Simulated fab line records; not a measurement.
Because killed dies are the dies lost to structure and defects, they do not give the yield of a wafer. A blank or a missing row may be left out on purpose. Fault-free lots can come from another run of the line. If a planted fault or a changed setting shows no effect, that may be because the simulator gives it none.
Which of the tools did it?    flow gf180mcu    18 wafers from 6 lots sampled at 3 of the route's 602 steps

== WHAT EACH GAUGE READ, for each wafer ==
GF_HV_LDD_TW_MEAS_11.
lot   measured      on             HV_LDD_TW
L211  day 10 10:28  film_metro-02  2417 2435 2435
L216  day 11 22:01  film_metro-02  2212 2218 2223 2214 2217 2210
L218  day 12 12:50  film_metro-01  2409 2394 2391
L221  day 13 15:17  film_metro-02  2437 2428 2422
L228  day 15 15:18  film_metro-02  2406 2412 2394
L230  day 16 03:06  film_metro-03  2453 2449 2443

== WHICH TOOL RAN EACH LOT (tool, then ch and the chambers of the sampled wafers, then the start) ==
lot   GF_STI_CMP_25                 GF_HV_LDD_IMPLANT_09
L211  cmp-02 ch 0,1,2, day 2 11:17  implanter-02 ch 0, day 10 10:16
L216  cmp-01 ch 1,2,3, day 3 11:04  implanter-02 ch 0, day 11 21:46
L218  cmp-01 ch 0,1,2, day 3 21:15  implanter-01 ch 0, day 12 12:35
L221  cmp-01 ch 0,3, day 4 14:58    implanter-01 ch 0, day 13 15:04
L228  cmp-02 ch 0,1,2, day 5 23:24  implanter-01 ch 0, day 15 15:04
L230  cmp-01 ch 1,3, day 6 09:43    implanter-02 ch 0, day 16 02:52
- GF_STI_CMP_25: polishes, stops on Si3N4, t overpolish 33 s, target thk 524.6 nm.
- GF_HV_LDD_IMPLANT_09

== THE ANSWER, worked out from the rows above alone ==
Rule: what is usual is taken from the lots themselves. The widest of any qualifying gaps counts: lots, ordered by their means at a reading, are off when they make up no more than a third of the lots, leave a main group of 4 or more, and stand apart from it by 3 or more times the standard deviation of that group's means. A main group is skipped when, at the precision printed for the reading in the tables above, its means are all equal. Also off: a lot with no number at a reading for which 4 or more lots have one. Any other lot the step has rows for is counted as sound.
Off: L216, seen at GF_HV_LDD_TW_MEAS_11 (HV_LDD_TW). For the main group the mean is 2422 and the standard deviation 18.
A tool fits if, at a process step before that reading, it ran every lot that is off, and no sound lot after the first of them. The gauges at GF_HV_LDD_TW_MEAS_11 are tried like those tools. None of those tried fits.

== WHAT THE SIMULATOR HAD PUT IN ==
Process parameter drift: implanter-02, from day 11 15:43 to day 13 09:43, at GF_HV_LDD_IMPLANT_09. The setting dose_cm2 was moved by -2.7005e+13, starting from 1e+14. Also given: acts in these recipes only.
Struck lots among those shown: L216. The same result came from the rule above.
